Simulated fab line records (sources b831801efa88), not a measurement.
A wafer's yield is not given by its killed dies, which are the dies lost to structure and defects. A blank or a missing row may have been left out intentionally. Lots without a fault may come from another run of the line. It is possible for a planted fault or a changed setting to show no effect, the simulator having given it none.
The same fault as seen by 2 desks -- flow gf180mcu -- every desk sees just its own numbers, and what lay behind them comes last

## THE METROLOGY DESK
Means of the sampled wafers that have a number, per lot and without regard to the tool the lot ran on: this is what the gauges read. A lot is out of limits, marked OUT, if its mean lies more than 4 standard deviations from the usual mean; the brackets give that distance.
Columns: A = DNWELL_TW at GF_DNWELL_TW_MEAS_09, usual 1355; B = MVSD_TW at GF_MVSD_TW_MEAS_11, usual 1587; C = MVSD_RS at GF_VT_IMPLANT_RS_MEAS_46, usual 456.1 ohm/sq
lot,first seen here,A,B,C
L952,day 3 08:29,1342,1583,456.1
L953,day 3 13:23,1343,1580,456.8
L954,day 3 16:45,1350,1580,456.6
L955,day 4 04:47,1359,1587,455.8
L958,day 4 13:26,1361,1601,456.1
L959,day 4 19:46,1340,1574,456.3
L960,day 5 01:17,1339,1572,457.0
L961,day 5 05:10,1365,1584,455.0
L963,day 5 16:47,1368,1601,456.8
L965,day 6 02:32,1339,1858 (+27) OUT,352.1 (-87) OUT
L966,day 6 08:02,1371,1869 (+29) OUT,353.5 (-86) OUT
L970,day 7 04:34,1354,1580,456.7
Per this desk, out of limits: L965, L966; the first was L965, day 8 02:28 (MVSD_TW at GF_MVSD_TW_MEAS_11). In limits: L952, L953, L954, L955, L958, L959, L960, L961, L963, L970.

## FOR THE TOOL OWNER'S DESK: implanter-02
GF_MVSD_IMPLANT_08, tool's own readings: per-lot mean of the sampled wafers with a number, covering each lot this tool ran. A lot is out of limits, marked OUT, if its mean lies more than 4 standard deviations from the usual mean; the brackets give that distance.
Columns: A = beam-on-s at GF_MVSD_IMPLANT_08, usual 10.03 s; B = dose-ions-cm2 at GF_MVSD_IMPLANT_08, usual 1.6005e+13; C = faraday-current-uA at GF_MVSD_IMPLANT_08, usual 90.0
lot,first seen here,A,B,C
L952,day 5 01:29,9.99,1.5995e+13,90.1
L955,day 5 22:38,10.31,1.5999e+13,87.3
L959,day 6 16:31,9.86,1.6000e+13,91.6
L963,day 7 14:53,10.09,1.6019e+13,89.8
L965,day 8 02:04,10.80,2.8164e+13 (+99 or more) OUT,147.3 (+32) OUT
L966,day 8 08:03,10.70,2.8168e+13 (+99 or more) OUT,148.8 (+33) OUT
This desk's verdict: out of limits on L965, L966, starting with L965 at day 8 02:04 (dose-ions-cm2 at GF_MVSD_IMPLANT_08). In limits: L952, L955, L959, L963.

## BROUGHT TOGETHER
An alarm could have come from the tool owner's desk at day 8 02:04, on L965, L966.
Metrology desk: alarm possible at day 8 02:28 on L965, L966.
GF_MVSD_IMPLANT_08 was run on implanter-02 by each of the lots named.

## WHAT THE SIMULATOR HAD INSERTED
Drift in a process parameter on implanter-02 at GF_MVSD_IMPLANT_08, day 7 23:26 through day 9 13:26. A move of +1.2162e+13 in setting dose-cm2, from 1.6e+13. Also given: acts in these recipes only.
Shown lots that were struck: L965, L966.
Hours from the fault's start to each desk's first reading out of limits: the tool owner's desk, 3; the metrology desk, 3.
